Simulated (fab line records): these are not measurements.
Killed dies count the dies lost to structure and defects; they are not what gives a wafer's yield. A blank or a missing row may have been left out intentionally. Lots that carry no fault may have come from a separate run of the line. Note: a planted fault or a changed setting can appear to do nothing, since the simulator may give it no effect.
Which of the tools did it? + flow gf180mcu + 42 wafers from 14 lots sampled at 4 of the route's 602 steps

== WHAT THE GAUGES READ, wafer by wafer ==
GF_PSD_TW_MEAS_11. Usual: PSD_TW gives 3132 (standard deviation 35).
| lot  | measured     | on            | PSD_TW         | flag |
|------|--------------|---------------|----------------|------|
| L479 | day 14 16:22 | film_metro-03 | 3196 3199 3195 |      |
| L481 | day 15 07:18 | film_metro-01 | 3139 3135 3127 |      |
| L482 | day 15 19:26 | film_metro-03 | 3164 3147 3173 |      |
| L484 | day 16 03:59 | film_metro-03 | 3178 3165 3179 |      |
| L485 | day 17 02:44 | film_metro-04 | 3075 3103 3084 |      |
| L487 | day 17 09:11 | film_metro-04 | 3100 3077 3082 |      |
| L488 | day 17 13:36 | film_metro-03 | 3171 3190 3198 |      |
| L489 | day 18 11:50 | film_metro-04 | 3079 3090 3082 |      |
| L490 | day 18 14:06 | film_metro-04 | 3095 3079 3096 |      |
| L497 | day 21 02:58 | film_metro-03 | 3126 3125 3137 |      |
| L498 | day 21 05:51 | film_metro-01 | 3126 3135 3151 |      |
| L499 | day 21 12:44 | film_metro-03 | 3136 3134 3141 |      |
| L501 | day 22 03:59 | film_metro-03 | 3141 3141 3125 |      |
| L502 | day 22 06:35 | film_metro-04 | 3101 3087 3090 |      |

GF_SALICIDE_THK_MEAS_05: measures by xrf. Usual: SALICIDE_TIN_THK gives 19.78 nm (standard deviation 0.29).
| lot  | measured     | on            | SALICIDE_TIN_THK (nm) | flag |
|------|--------------|---------------|-----------------------|------|
| L479 | day 15 14:55 | film_metro-02 | 19.52 19.82 19.46     |      |
| L481 | day 16 06:01 | film_metro-04 | 20.26 19.93 20.21     |      |
| L482 | day 16 19:12 | film_metro-02 | 19.99 19.80 19.67     |      |
| L484 | day 17 03:49 | film_metro-02 | 20.13 20.19 19.85     |      |
| L485 | day 18 02:46 | film_metro-03 | 20.17 20.12 19.96     |      |
| L487 | day 18 09:19 | film_metro-03 | 20.14 20.04 19.77     |      |
| L488 | day 18 13:55 | film_metro-03 | 20.12 20.18 20.14     |      |
| L489 | day 19 13:46 | film_metro-02 | 19.99 20.19 20.22     |      |
| L490 | day 19 15:40 | film_metro-02 | 19.97 19.44 19.77     |      |
| L497 | day 22 03:46 | film_metro-03 | 19.57 19.54 19.52     |      |
| L498 | day 22 06:43 | film_metro-02 | 19.47 19.68 19.75     |      |
| L499 | day 22 13:31 | film_metro-03 | 19.45 19.38 19.41     |      |
| L501 | day 23 03:34 | film_metro-03 | 20.14 19.91 20.21     |      |
| L502 | day 23 07:18 | film_metro-03 | 19.92 19.89 19.88     |      |

== EACH LOT AND THE TOOL THAT RAN IT (in order: tool; ch and the chambers of the sampled wafers; start) ==
| lot  | GF_VT_IMPLANT_SOFTBAKE_03         | GF_VT_IMPLANT_RTA_45             |
|------|-----------------------------------|----------------------------------|
| L479 | litho_track-04 ch 0, day 5 12:40  | rtp_anneal-02 ch 0, day 7 20:59  |
| L481 | litho_track-04 ch 0, day 6 00:52  | rtp_anneal-02 ch 0, day 8 10:54  |
| L482 | litho_track-04 ch 0, day 6 07:29  | rtp_anneal-02 ch 0, day 8 16:59  |
| L484 | litho_track-01 ch 0, day 6 14:29  | rtp_anneal-01 ch 0, day 9 00:26  |
| L485 | litho_track-04 ch 0, day 7 02:22  | rtp_anneal-02 ch 0, day 9 13:56  |
| L487 | litho_track-01 ch 0, day 7 10:23  | rtp_anneal-02 ch 0, day 9 22:38  |
| L488 | litho_track-04 ch 0, day 7 15:14  | rtp_anneal-01 ch 0, day 10 03:21 |
| L489 | litho_track-04 ch 0, day 8 01:23  | rtp_anneal-02 ch 0, day 10 14:32 |
| L490 | litho_track-02 ch 0, day 8 05:39  | rtp_anneal-02 ch 0, day 10 19:50 |
| L497 | litho_track-01 ch 0, day 9 23:20  | rtp_anneal-02 ch 0, day 12 17:52 |
| L498 | litho_track-02 ch 0, day 10 04:18 | rtp_anneal-01 ch 0, day 12 23:38 |
| L499 | litho_track-01 ch 0, day 10 10:44 | rtp_anneal-01 ch 0, day 13 06:31 |
| L501 | litho_track-04 ch 0, day 10 22:32 | rtp_anneal-01 ch 0, day 13 19:14 |
| L502 | litho_track-02 ch 0, day 11 04:34 | rtp_anneal-01 ch 0, day 14 00:27 |
- GF_VT_IMPLANT_SOFTBAKE_03: time 60 s.
- GF_VT_IMPLANT_RTA_45: time 30 s.

== WHAT THE TOOLS THEMSELVES READ (means of the sampled wafers that have a number; where no wafer has one, the mark that the record gives instead) ==
GF_VT_IMPLANT_SOFTBAKE_03. Usual: heater_power_total_W 56.60 W, standard deviation 0.046; plate_temp_C 90.02 C, standard deviation 0.13; resist_line_temp_C 22.99 C, standard deviation 0.11.
| lot  | tool           | heater_power_total_W (W) | plate_temp_C (C) | resist_line_temp_C (C) | flag |
|------|----------------|--------------------------|------------------|------------------------|------|
| L479 | litho_track-04 | 56.60                    | 89.93            | 23.09                  |      |
| L481 | litho_track-04 | 56.57                    | 89.99            | 22.88                  |      |
| L482 | litho_track-04 | 56.58                    | 89.83            | 23.13                  |      |
| L484 | litho_track-01 | 56.60                    | 90.00            | 22.96                  |      |
| L485 | litho_track-04 | 56.57                    | 90.14            | 22.91                  |      |
| L487 | litho_track-01 | 56.65                    | 90.07            | 23.03                  |      |
| L488 | litho_track-04 | 58.01                    | 91.62            | 22.98                  | OFF  |
| L489 | litho_track-04 | 57.96                    | 91.46            | 23.00                  | OFF  |
| L490 | litho_track-02 | 56.65                    | 89.93            | 23.00                  |      |
| L497 | litho_track-01 | 56.63                    | 90.08            | 23.08                  |      |
| L498 | litho_track-02 | 56.61                    | 89.90            | 22.88                  |      |
| L499 | litho_track-01 | 56.61                    | 90.00            | 22.87                  |      |
| L501 | litho_track-04 | 56.60                    | 90.05            | 22.92                  |      |
| L502 | litho_track-02 | 56.58                    | 89.92            | 23.18                  |      |

GF_VT_IMPLANT_RTA_45. Usual: lamp_power_pct 35.3 %, standard deviation 1.8; wafer_temp_C_max 1053.5, standard deviation 0.82.
| lot  | tool          | lamp_power_pct (%) | wafer_temp_C_max | flag |
|------|---------------|--------------------|------------------|------|
| L479 | rtp_anneal-02 | 36.9               | 1053.4           |      |
| L481 | rtp_anneal-02 | 36.8               | 1053.3           |      |
| L482 | rtp_anneal-02 | 36.9               | 1053.2           |      |
| L484 | rtp_anneal-01 | 33.2               | 1054.0           |      |
| L485 | rtp_anneal-02 | 36.9               | 1053.2           |      |
| L487 | rtp_anneal-02 | 36.9               | 1053.2           |      |
| L488 | rtp_anneal-01 | 33.1               | 1053.9           |      |
| L489 | rtp_anneal-02 | 36.9               | 1053.3           |      |
| L490 | rtp_anneal-02 | 36.8               | 1053.2           |      |
| L497 | rtp_anneal-02 | 36.9               | 1053.2           |      |
| L498 | rtp_anneal-01 | 33.2               | 1053.7           |      |
| L499 | rtp_anneal-01 | 33.1               | 1054.4           |      |
| L501 | rtp_anneal-01 | 33.1               | 1053.8           |      |
| L502 | rtp_anneal-01 | 33.2               | 1053.8           |      |

== THE ANSWER, worked out from the rows above alone ==
Rule: a lot counts as off when the mean over its wafers that have a number is more than 3 standard deviations away from the usual mean. Also off: a lot with no number at a reading for which 4 or more lots have one. The other lots that the step has rows for count as sound. Order of review: gauges by route order, followed by the tools' own readings, for which a lot's mean as printed above is used. The first step at which some lot is off is used, and at that step the reading that is off furthest; a lot without a number counts as furthest.
Off: L488, L489, at GF_VT_IMPLANT_SOFTBAKE_03 (heater_power_total_W).
A tool fits if, at that step or a process step before it, it ran every lot that is off, and no sound lot after the first of them. No candidate that was tried fits.

== WHAT THE SIMULATOR HAD INSERTED ==
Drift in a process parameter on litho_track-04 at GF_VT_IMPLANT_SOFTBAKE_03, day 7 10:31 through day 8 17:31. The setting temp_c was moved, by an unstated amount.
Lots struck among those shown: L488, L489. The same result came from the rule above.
